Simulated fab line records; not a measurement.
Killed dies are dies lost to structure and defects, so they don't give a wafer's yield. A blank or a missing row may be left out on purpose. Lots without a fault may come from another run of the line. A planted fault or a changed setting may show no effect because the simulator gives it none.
Check for tools in common | flow sky130 | 45 wafers sampled across 15 lots

== WHAT PROMPTED THE OPENING ==
Of 15 lots, 3 have the reading VT_ADJUST_LVTN_TW flagged at SKY_VT_ADJUST_LVTN_TW_MEAS_10. Wafers without a fault read 241.2, standard deviation 2.4.
Rule: a lot is flagged in two cases, either no wafer of it has a number, or all its wafers with numbers fall more than 4 standard deviations from that mean. As for the other lots, they are considered sound.

lot  | measured     | on            | VT_ADJUST_LVTN_TW, wafer by wafer | flag
L865 | day 6 22:28  | film-metro-03 | 244.7 242.2 244.4                 |
L866 | day 7 06:32  | film-metro-03 | 242.5 242.5 243.8                 |
L867 | day 7 09:08  | film-metro-02 | 241.8 242.5 241.2                 |
L869 | day 8 15:58  | film-metro-02 | 241.0 241.7 242.0                 |
L872 | day 9 05:53  | film-metro-02 | 243.5 243.4 242.5                 |
L874 | day 9 14:58  | film-metro-03 | 30.2 30.1 30.3                    | FLAGGED
L875 | day 9 23:42  | film-metro-03 | 30.2 30.2 30.3                    | FLAGGED
L876 | day 10 05:26 | film-metro-02 | 30.1 30.2 30.3                    | FLAGGED
L877 | day 10 13:32 | film-metro-01 | 239.3 240.1 238.9                 |
L881 | day 11 07:28 | film-metro-02 | 244.4 244.6 242.0                 |
L882 | day 11 15:08 | film-metro-02 | 243.3 243.5 243.1                 |
L883 | day 11 22:15 | film-metro-01 | 236.2 236.7 237.4                 |
L884 | day 12 03:56 | film-metro-03 | 241.6 240.5 240.9                 |
L885 | day 12 14:03 | film-metro-02 | 243.6 242.2 241.9                 |
L888 | day 13 02:30 | film-metro-03 | 243.8 245.9 242.6                 |
The numbers of the flagged lots are 30.2 on average: -211.0 against the usual, or -88 standard deviations.

== TOOL THAT RAN EACH LOT ==
The record holds 2 process steps before the reading, out of a route of 708 steps. Cell contents, in order: the tool; ch with the chambers the sampled wafers went through; the start.
lot  | flag    | SKY_VT_ADJUST_HVTP_STRIP_10          | SKY_VT_ADJUST_LVTN_STRIP_09
L865 |         | plasma-asher-02 ch 0,1, day 6 03:01  | plasma-asher-03 ch 0,1, day 6 22:22
L866 |         | plasma-asher-04 ch 1, day 6 11:01    | plasma-asher-03 ch 0,1, day 7 06:25
L867 |         | plasma-asher-04 ch 0,1, day 6 12:43  | plasma-asher-03 ch 0, day 7 09:01
L869 |         | plasma-asher-02 ch 0,1, day 7 18:49  | plasma-asher-01 ch 0,1, day 8 15:52
L872 |         | plasma-asher-02 ch 0,1, day 8 07:52  | plasma-asher-04 ch 0,1, day 9 05:46
L874 | FLAGGED | plasma-asher-02 ch 0,1, day 8 16:58  | plasma-asher-01 ch 0,1, day 9 14:51
L875 | FLAGGED | plasma-asher-02 ch 0,1, day 9 01:43  | plasma-asher-03 ch 0,1, day 9 23:36
L876 | FLAGGED | plasma-asher-04 ch 0,1, day 9 07:43  | plasma-asher-04 ch 0,1, day 10 05:20
L877 |         | plasma-asher-04 ch 0,1, day 9 14:40  | plasma-asher-04 ch 0,1, day 10 13:27
L881 |         | plasma-asher-02 ch 0,1, day 10 08:57 | plasma-asher-04 ch 0,1, day 11 07:22
L882 |         | plasma-asher-02 ch 0,1, day 10 15:07 | plasma-asher-03 ch 1, day 11 15:01
L883 |         | plasma-asher-04 ch 0,1, day 10 22:04 | plasma-asher-04 ch 0,1, day 11 22:09
L884 |         | plasma-asher-04 ch 0,1, day 11 03:19 | plasma-asher-04 ch 0,1, day 12 03:49
L885 |         | plasma-asher-04 ch 0,1, day 11 14:28 | plasma-asher-03 ch 0,1, day 12 13:57
L888 |         | plasma-asher-04 ch 0,1, day 12 04:57 | plasma-asher-03 ch 0,1, day 13 02:23
These steps, and what they do:
- SKY_VT_ADJUST_HVTP_STRIP_10: strips in O2/N2.
- SKY_VT_ADJUST_LVTN_STRIP_09: strips in O2/N2.
- SKY_VT_ADJUST_LVTN_TW_MEAS_10

== FLAGGED OVER TOTAL, TOOL BY TOOL (the gauges that took the reading come last) ==
step                          | tool            | lots run | flagged | share of the flagged lots | sound lots run after its first flagged lot
SKY_VT_ADJUST_HVTP_STRIP_10   | plasma-asher-02 | 7        | 2       | some                      | 2 (L881,L882)
SKY_VT_ADJUST_HVTP_STRIP_10   | plasma-asher-04 | 8        | 1       | some                      | 5 (L877,L883,L884,L885,L888)
SKY_VT_ADJUST_LVTN_STRIP_09   | plasma-asher-01 | 2        | 1       | some                      | 0
SKY_VT_ADJUST_LVTN_STRIP_09   | plasma-asher-03 | 7        | 1       | some                      | 3 (L882,L885,L888)
SKY_VT_ADJUST_LVTN_STRIP_09   | plasma-asher-04 | 6        | 1       | some                      | 4 (L877,L881,L883,L884)
SKY_VT_ADJUST_LVTN_TW_MEAS_10 | film-metro-01   | 2        | 0       | none                      | -
SKY_VT_ADJUST_LVTN_TW_MEAS_10 | film-metro-02   | 7        | 1       | some                      | 3 (L881,L882,L885)
SKY_VT_ADJUST_LVTN_TW_MEAS_10 | film-metro-03   | 6        | 2       | some                      | 2 (L884,L888)

== WHAT IS ALLOWED BY THE TABLE ==
No row of the table ran every flagged lot.

== WHAT THE SIMULATOR HAD INSERTED ==
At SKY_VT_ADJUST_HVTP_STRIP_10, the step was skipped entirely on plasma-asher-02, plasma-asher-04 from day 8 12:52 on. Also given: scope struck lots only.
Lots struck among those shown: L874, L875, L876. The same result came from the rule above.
